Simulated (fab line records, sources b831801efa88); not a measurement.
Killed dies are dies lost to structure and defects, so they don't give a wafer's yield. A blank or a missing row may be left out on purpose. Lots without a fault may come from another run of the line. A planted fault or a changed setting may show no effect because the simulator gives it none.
Which tool did it? | flow sky130 | 13 lots, 39 wafers sampled, at 5 steps of a route of 708

WHAT THE GAUGES READ, wafer by wafer
SKY_FIELD_ISO_CD_MEAS_13: target cd 150 nm. Usual: cd_nm 149.8 nm, standard deviation 1.5.
lot  | measured    | on        | cd_nm (nm)        | flag
L494 | day 2 15:21 | cd_sem-02 | 149.2 148.3 147.1 |
L495 | day 2 19:48 | cd_sem-01 | 150.9 151.4 150.8 |
L496 | day 3 02:47 | cd_sem-02 | 148.1 148.2 147.7 |
L497 | day 3 08:53 | cd_sem-01 | 151.5 150.6 150.5 |
L498 | day 3 13:08 | cd_sem-02 | 148.8 148.6 149.5 |
L499 | day 3 20:07 | cd_sem-01 | 147.2 146.1 147.1 |
L500 | day 3 23:29 | cd_sem-02 | 149.6 149.0 148.9 |
L501 | day 4 02:03 | cd_sem-02 | 149.0 148.6 147.4 |
L502 | day 4 08:19 | cd_sem-01 | 150.4 150.1 150.1 |
L512 | day 6 13:42 | cd_sem-02 | 149.6 149.4 149.9 |
L513 | day 6 18:54 | cd_sem-01 | 151.2 152.4 151.4 |
L514 | day 6 22:47 | cd_sem-02 | 148.7 148.0 149.0 |
L515 | day 7 06:09 | cd_sem-02 | 151.5 152.0 150.8 |

SKY_PWDE_OVL_MEAS_07. Usual: PWDE_OVL 0.4 nm, standard deviation 1.2.
lot  | measured    | on         | PWDE_OVL (nm) | flag
L494 | day 4 07:45 | overlay-02 | 0.4 -0.6 -1.4 |
L495 | day 4 13:51 | overlay-02 | 0.6 0.7 1.5   |
L496 | day 4 19:09 | overlay-02 | 2.2 3.0 1.3   |
L497 | day 5 01:49 | overlay-01 | 1.6 -1.8 0.1  |
L498 | day 5 08:00 | overlay-01 | 0.6 0.0 -1.4  |
L499 | day 5 14:33 | overlay-01 | -1.8 -1.2 0.6 |
L500 | day 5 18:39 | overlay-02 | 0.0 0.1 1.5   |
L501 | day 5 21:12 | overlay-02 | 1.1 0.3 1.3   |
L502 | day 6 04:13 | overlay-01 | -1.2 -1.7 0.3 |
L512 | day 8 11:51 | overlay-02 | 3.6 1.8 1.8   |
L513 | day 8 19:33 | overlay-02 | 3.3 0.9 1.8   |
L514 | day 9 00:04 | overlay-01 | 1.0 0.2 0.8   |
L515 | day 9 07:24 | overlay-01 | 0.5 -0.4 0.0  |

SKY_NWELL_TW_MEAS_15. Usual: NWELL_TW 1810, standard deviation 22.
lot  | measured     | on            | NWELL_TW       | flag
L494 | day 5 02:26  | film_metro-01 | 1832 1846 1838 |
L495 | day 5 08:47  | film_metro-01 | 1844 1839 1842 |
L496 | day 5 14:32  | film_metro-03 | 1784 1794 1783 |
L497 | day 5 19:05  | film_metro-04 | 1793 1807 1796 |
L498 | day 6 02:49  | film_metro-01 | 1830 1828 1833 |
L499 | day 6 10:35  | film_metro-03 | 1783 1796 1784 |
L500 | day 6 14:37  | film_metro-01 | 1837 1839 1833 |
L501 | day 6 16:55  | film_metro-04 | 1792 1783 1786 |
L502 | day 6 23:46  | film_metro-04 | 1281 1271 1276 | OFF
L512 | day 9 10:35  | film_metro-04 | 1790 1794 1793 |
L513 | day 9 17:38  | film_metro-01 | 1838 1842 1841 |
L514 | day 9 23:00  | film_metro-03 | 1774 1786 1796 |
L515 | day 10 06:41 | film_metro-04 | 1790 1792 1791 |

WHICH TOOL RAN EACH LOT (tool, then ch and the chambers of the sampled wafers, then the start)
lot  | SKY_PWDE_STRIP_09                   | SKY_NWELL_STRIP_14
L494 | plasma_asher-04 ch 0,1, day 4 07:56 | plasma_asher-01 ch 0,1, day 5 02:20
L495 | plasma_asher-01 ch 0,1, day 4 14:02 | plasma_asher-02 ch 0,1, day 5 08:41
L496 | plasma_asher-03 ch 0,1, day 4 19:20 | plasma_asher-04 ch 0,1, day 5 14:26
L497 | plasma_asher-04 ch 0,1, day 5 02:01 | plasma_asher-02 ch 0,1, day 5 19:00
L498 | plasma_asher-03 ch 0,1, day 5 08:11 | plasma_asher-01 ch 0,1, day 6 02:43
L499 | plasma_asher-03 ch 0,1, day 5 14:44 | plasma_asher-02 ch 0,1, day 6 10:29
L500 | plasma_asher-04 ch 0,1, day 5 18:50 | plasma_asher-04 ch 0,1, day 6 14:31
L501 | plasma_asher-04 ch 0,1, day 5 21:23 | plasma_asher-04 ch 0,1, day 6 16:49
L502 | plasma_asher-04 ch 0,1, day 6 04:25 | plasma_asher-04 ch 0,1, day 6 23:40
L512 | plasma_asher-04 ch 0,1, day 8 12:02 | plasma_asher-04 ch 0,1, day 9 10:28
L513 | plasma_asher-03 ch 1, day 8 19:44   | plasma_asher-01 ch 0, day 9 17:32
L514 | plasma_asher-01 ch 0,1, day 9 00:16 | plasma_asher-01 ch 0,1, day 9 22:55
L515 | plasma_asher-03 ch 0,1, day 9 07:35 | plasma_asher-02 ch 0,1, day 10 06:35
- SKY_PWDE_STRIP_09: strips in O2/N2.
- SKY_NWELL_STRIP_14: strips in O2/N2.

WHAT THE TOOLS THEMSELVES READ (means of the sampled wafers that have a number; where no wafer has one, the mark that the record gives instead)
SKY_PWDE_STRIP_09. Usual: drypump_motor_current_A 5.7 A, standard deviation 0.5; n2_flow_sccm 300.2 sccm, standard deviation 0.87; oes_product_au 0.722 a.u., standard deviation 0.0042; strip_time_to_endpoint_s 36.96 s, standard deviation 0.12.
lot  | tool            | drypump_motor_current_A (A) | n2_flow_sccm (sccm) | oes_product_au (a.u.) | strip_time_to_endpoint_s (s) | flag
L494 | plasma_asher-04 | 5.2                         | 300.8               | 0.725                 | 36.91                        |
L495 | plasma_asher-01 | 5.6                         | 299.5               | 0.721                 | 37.00                        |
L496 | plasma_asher-03 | 6.0                         | 299.9               | 0.719                 | 36.84                        |
L497 | plasma_asher-04 | 5.2                         | 299.7               | 0.726                 | 37.03                        |
L498 | plasma_asher-03 | 6.1                         | 300.6               | 0.723                 | 36.86                        |
L499 | plasma_asher-03 | 6.0                         | 300.1               | 0.720                 | 36.72                        |
L500 | plasma_asher-04 | 5.7                         | 299.4               | 0.722                 | 36.88                        |
L501 | plasma_asher-04 | 5.2                         | 299.9               | 0.719                 | 36.84                        |
L502 | plasma_asher-04 | 5.7                         | 299.4               | 0.955                 | -                            | OFF
L512 | plasma_asher-04 | 5.2                         | 300.7               | 0.720                 | 36.97                        |
L513 | plasma_asher-03 | 5.9                         | 299.8               | 0.721                 | 37.13                        |
L514 | plasma_asher-01 | 5.7                         | 301.1               | 0.726                 | 36.89                        |
L515 | plasma_asher-03 | 6.1                         | 299.9               | 0.718                 | 36.83                        |

SKY_NWELL_STRIP_14. Usual: drypump_motor_current_A 5.5 A, standard deviation 0.46; n2_flow_sccm 299.8 sccm, standard deviation 0.95; oes_product_au 0.722 a.u., standard deviation 0.0045; strip_time_to_endpoint_s 36.94 s, standard deviation 0.096.
lot  | tool            | drypump_motor_current_A (A) | n2_flow_sccm (sccm) | oes_product_au (a.u.) | strip_time_to_endpoint_s (s) | flag
L494 | plasma_asher-01 | 5.7                         | 298.3               | 0.725                 | 37.04                        |
L495 | plasma_asher-02 | 5.1                         | 299.6               | 0.721                 | 36.98                        |
L496 | plasma_asher-04 | 5.7                         | 299.6               | 0.722                 | 36.94                        |
L497 | plasma_asher-02 | 5.1                         | 299.1               | 0.723                 | 36.94                        |
L498 | plasma_asher-01 | 5.6                         | 300.8               | 0.722                 | 36.96                        |
L499 | plasma_asher-02 | 5.2                         | 299.4               | 0.719                 | 36.88                        |
L500 | plasma_asher-04 | 5.2                         | 299.7               | 0.721                 | 36.81                        |
L501 | plasma_asher-04 | 5.2                         | 299.3               | 0.724                 | 36.90                        |
L502 | plasma_asher-04 | 5.2                         | 300.4               | 0.728                 | 48.75                        | OFF
L512 | plasma_asher-04 | 5.7                         | 299.9               | 0.720                 | 36.87                        |
L513 | plasma_asher-01 | 5.9                         | 299.9               | 0.720                 | 36.88                        |
L514 | plasma_asher-01 | 5.7                         | 300.1               | 0.721                 | 37.06                        |
L515 | plasma_asher-02 | 5.2                         | 300.5               | 0.721                 | 36.83                        |

THE ANSWER, worked out from the rows above alone
Rule: a lot is off if the mean of its wafers that have a number lies more than 3 standard deviations from the usual mean. A lot without any number at a reading at which 4 lots or more have one is off too. The other lots that the step has rows for count as sound. The gauges are gone through in route order, then the tools' own readings, and for those a lot's mean is taken as printed above. The first step at which some lot is off is used, and at that step the reading that is off furthest; a lot without a number counts as furthest.
Off: L502, at SKY_NWELL_TW_MEAS_15 (NWELL_TW).
A tool fits if, at a process step before that reading, it ran every lot that is off, and no sound lot after the first of them. The gauges at SKY_NWELL_TW_MEAS_15 aren't tried: what is off there is off at SKY_PWDE_STRIP_09 too, on other tools, and a gauge's error can't cause that. None of those tried fits.

WHAT THE SIMULATOR HAD PUT IN
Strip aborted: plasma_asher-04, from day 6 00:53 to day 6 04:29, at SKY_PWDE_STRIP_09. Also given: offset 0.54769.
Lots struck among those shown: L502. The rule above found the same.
